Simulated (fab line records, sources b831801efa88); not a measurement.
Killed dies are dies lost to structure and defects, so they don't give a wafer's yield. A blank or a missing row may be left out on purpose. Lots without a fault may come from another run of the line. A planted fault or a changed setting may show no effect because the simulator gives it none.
One fault seen from 2 desks | flow sfq_line | each desk has only its own numbers; what lay behind them comes last

THE TOOL OWNER'S DESK: pvd_sputter-04
The tool's own readings at SFQ_TRILAYER_M1_DEP_SPUTTER_037 (material Nb, target thk 200 nm, time 133.3 s): means of the sampled wafers that have a number, for each lot that ran on this tool. A lot is out of limits, marked OUT, if its mean lies more than 4 standard deviations from the usual mean; the brackets give that distance.
Columns: A = throttle_valve_pct at SFQ_TRILAYER_M1_DEP_SPUTTER_037, usual 30.0 %
lot  | first seen here | A
L403 | day 17 10:20    | 29.6
L417 | day 24 08:04    | 29.1
L425 | day 27 17:49    | 28.8
This desk's finding: nothing out of limits on any of the 3 lots.

THE METROLOGY DESK
What the gauges read, lot by lot, whatever tool the lot ran on: means of the sampled wafers that have a number. A lot is out of limits, marked OUT, if its mean lies more than 4 standard deviations from the usual mean; the brackets give that distance.
Columns: A = M0_OVL at SFQ_M0_OVL_MEAS_906, usual 0 nm; B = M1_NB_RS at SFQ_M1_RS_MEAS_909, usual 0.893 ohm/sq; C = I2_OVL at SFQ_I2_OVL_MEAS_918, usual -4 nm
lot  | first seen here | A  | B     | C
L403 | day 11 12:27    | 2  | 0.891 | 5
L404 | day 11 18:34    | -1 | 0.904 | 7
L405 | day 12 01:46    | 2  | 0.897 | -7
L406 | day 12 11:22    | 5  | 0.904 | 4
L407 | day 12 20:58    | -0 | 0.900 | -5
L408 | day 13 11:29    | -4 | 0.891 | -10
L410 | day 14 19:54    | -1 | 0.888 | -2
L411 | day 15 07:53    | -1 | 0.891 | -5
L417 | day 17 06:49    | -1 | 0.925 | -7
L421 | day 18 20:16    | -2 | 0.903 | -8
L424 | day 20 08:48    | -3 | 0.879 | -12
L425 | day 20 14:47    | 4  | 0.885 | -7
L426 | day 21 07:35    | -3 | 0.890 | 0
This desk's finding: nothing out of limits on any of the 13 lots.

PUT TOGETHER
The tool owner's desk saw nothing out of limits.
The metrology desk saw nothing out of limits.

WHAT THE SIMULATOR HAD PUT IN
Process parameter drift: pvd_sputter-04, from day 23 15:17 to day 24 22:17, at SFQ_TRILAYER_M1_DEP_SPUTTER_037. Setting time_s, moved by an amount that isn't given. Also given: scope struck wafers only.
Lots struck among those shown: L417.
